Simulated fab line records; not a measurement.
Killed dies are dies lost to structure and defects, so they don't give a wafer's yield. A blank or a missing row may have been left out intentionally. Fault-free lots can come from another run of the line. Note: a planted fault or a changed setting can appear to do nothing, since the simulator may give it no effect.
2 desks looking at one fault    flow gf180mcu    every desk sees just its own numbers, and what lay behind them comes last

FOR THE TOOL OWNER'S DESK: pecvd-04
The tool's own readings at GF_CONTACT_CVD_02 (deposits SiO2 from TEOS, target thk 860 nm, time 95.992 s): means of the sampled wafers that have a number, for each lot that ran on this tool. Marked OUT: a lot whose mean sits more than 4 standard deviations from the usual mean, which makes it out of limits; the brackets give that distance.
Columns: A = heater power w at GF_CONTACT_CVD_02, usual 602 W
lot   first seen here  A
L842  day 17 18:32     631
L845  day 18 23:16     583
L848  day 19 22:01     627
L852  day 21 07:02     612
This desk found nothing out of limits on any of the 4 lots.

AT THE METROLOGY DESK
Means of the sampled wafers that have a number, per lot and without regard to the tool the lot ran on: this is what the gauges read. Marked OUT: a lot whose mean sits more than 4 standard deviations from the usual mean, which makes it out of limits; the brackets give that distance.
Columns: A = CONTACT_CVD_02_THK at GF_CONTACT_THK_MEAS_03, usual 857 nm; B = V1_OVL at GF_V1_OVL_MEAS_15, usual 3 nm
lot   first seen here  A               B
L835  day 15 05:58     855             1
L836  day 15 14:41     857             7
L837  day 15 19:24     861             2
L838  day 16 10:40     857             -0
L839  day 16 15:40     857             5
L840  day 17 03:01     861             5
L842  day 17 18:37     854             1
L845  day 18 23:20     856             1
L846  day 19 13:43     869             12
L847  day 19 14:37     863             0
L848  day 19 22:06     849             3
L852  day 21 07:07     781 (-6.3) OUT  -11
L856  day 22 21:18     852             -4
This desk's finding: out of limits on L852; first on L852, day 21 07:07 (CONTACT_CVD_02_THK at GF_CONTACT_THK_MEAS_03). In limits: L835, L836, L837, L838, L839, L840, L842, L845, L846, L847, L848, L856.

BROUGHT TOGETHER
At day 21 07:07 the metrology desk could have sounded an alarm, on L852.
The desk of the tool owner found nothing out of limits.
Tool owner's desk: L852 on record, inside its limits.
Of the lots named, all ran GF_CONTACT_CVD_02 on pecvd-04.

WHAT THE SIMULATOR HAD INSERTED
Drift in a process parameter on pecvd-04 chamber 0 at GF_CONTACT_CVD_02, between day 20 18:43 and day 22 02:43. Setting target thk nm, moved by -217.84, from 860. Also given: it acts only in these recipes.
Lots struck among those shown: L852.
Per desk, hours elapsed from the start of the fault to the first reading out of limits: for the metrology desk, 12.
